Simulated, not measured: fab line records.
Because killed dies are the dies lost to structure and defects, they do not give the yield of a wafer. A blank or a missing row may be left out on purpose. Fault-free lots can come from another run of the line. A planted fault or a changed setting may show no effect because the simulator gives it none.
Which of the tools did it? ; flow gf180mcu ; 42 wafers from 14 lots sampled at 2 of the route's 602 steps

## WHAT THE GAUGES READ, wafer by wafer
GF_HV_LDD_OVL_MEAS_08. Usual: HV_LDD_OVL gives 0.6 nm (standard deviation 1.1).
lot;measured;on;HV_LDD_OVL (nm);flag
L698;day 9 22:55;overlay-02;2.0 2.1 1.2;
L699;day 10 10:10;overlay-01;0.3 1.0 1.3;
L703;day 11 14:53;overlay-01;0.5 1.9 1.5;
L704;day 11 21:25;overlay-02;1.0 1.3 1.0;
L707;day 12 18:55;overlay-01;1.0 -0.7 0.8;
L708;day 13 02:41;overlay-01;-0.6 1.9 -1.4;
L709;day 13 08:20;overlay-01;2.5 0.7 0.8;
L710;day 13 18:05;overlay-02;-1.5 -2.0 -0.1;
L713;day 14 15:00;overlay-01;1.8 1.3 0.4;
L715;day 15 07:52;overlay-01;-0.5 0.8 -0.1;
L716;day 15 10:49;overlay-02;1.1 -1.1 1.3;
L719;day 16 12:56;overlay-01;-0.4 1.3 1.1;
L720;day 16 18:56;overlay-01;1.9 2.6 0.2;
L721;day 17 03:02;overlay-02;0.2 1.8 1.0;

## EACH LOT AND THE TOOL THAT RAN IT (in order: tool; ch and the chambers of the sampled wafers; start)
lot;GF_POLY_GATE_STRIP_14
L698;plasma asher-02 ch 0,1, day 9 04:34
L699;plasma asher-04 ch 0, day 9 13:40
L703;plasma asher-02 ch 0,1, day 10 18:11
L704;plasma asher-01 ch 0,1, day 10 23:44
L707;plasma asher-04 ch 0,1, day 11 21:43
L708;plasma asher-04 ch 0,1, day 12 05:04
L709;plasma asher-04 ch 0, day 12 10:20
L710;plasma asher-04 ch 0,1, day 12 20:44
L713;plasma asher-01 ch 0,1, day 13 15:58
L715;plasma asher-01 ch 0,1, day 14 08:40
L716;plasma asher-04 ch 0,1, day 14 11:28
L719;plasma asher-01 ch 0,1, day 15 13:07
L720;plasma asher-02 ch 0,1, day 15 18:16
L721;plasma asher-02 ch 0,1, day 16 02:52
- GF_POLY_GATE_STRIP_14: strips in O2/N2.

## WHAT THE TOOLS THEMSELVES READ (means of the sampled wafers that have a number; where no wafer has one, the mark that the record gives instead)
GF_POLY_GATE_STRIP_14. Usual: drypump motor current A 5.7 A, standard deviation 0.48; heater power w 302 W, standard deviation 17; oes product au 0.505 a.u., standard deviation 0.0042.
lot;tool;drypump motor current A (A);heater power w (W);oes product au (a.u.);flag
L698;plasma asher-02;5.9;290;0.506;
L699;plasma asher-04;4.9;322;0.508;
L703;plasma asher-02;5.6;286;0.506;
L704;plasma asher-01;6.2;287;0.503;
L707;plasma asher-04;5.5;308;0.508;
L708;plasma asher-04;5.5;308;0.503;
L709;plasma asher-04;4.9;321;0.502;
L710;plasma asher-04;5.2;320;0.505;
L713;plasma asher-01;6.2;290;0.505;
L715;plasma asher-01;6.2;292;0.504;
L716;plasma asher-04;5.2;321;0.509;
L719;plasma asher-01;6.2;295;0.502;
L720;plasma asher-02;5.8;285;0.507;
L721;plasma asher-02;5.6;285;0.507;

## THE ANSWER, worked out from the rows above alone
Rule: lot off if the mean of its wafers having a number is beyond 3 standard deviations from the usual mean. A lot without any number at a reading at which 4 lots or more have one is off too. Where the step has rows for the other lots, those lots are counted as sound. After the gauges, taken in route order, come the tools' own readings; for these a lot's mean is taken, as printed above. At the first step where some lot is off, the reading lying furthest off is the one used; lots without a number count as furthest.
Across all readings shown, no lot is off: no conclusion can be drawn from this.

## WHAT THE SIMULATOR HAD PUT IN
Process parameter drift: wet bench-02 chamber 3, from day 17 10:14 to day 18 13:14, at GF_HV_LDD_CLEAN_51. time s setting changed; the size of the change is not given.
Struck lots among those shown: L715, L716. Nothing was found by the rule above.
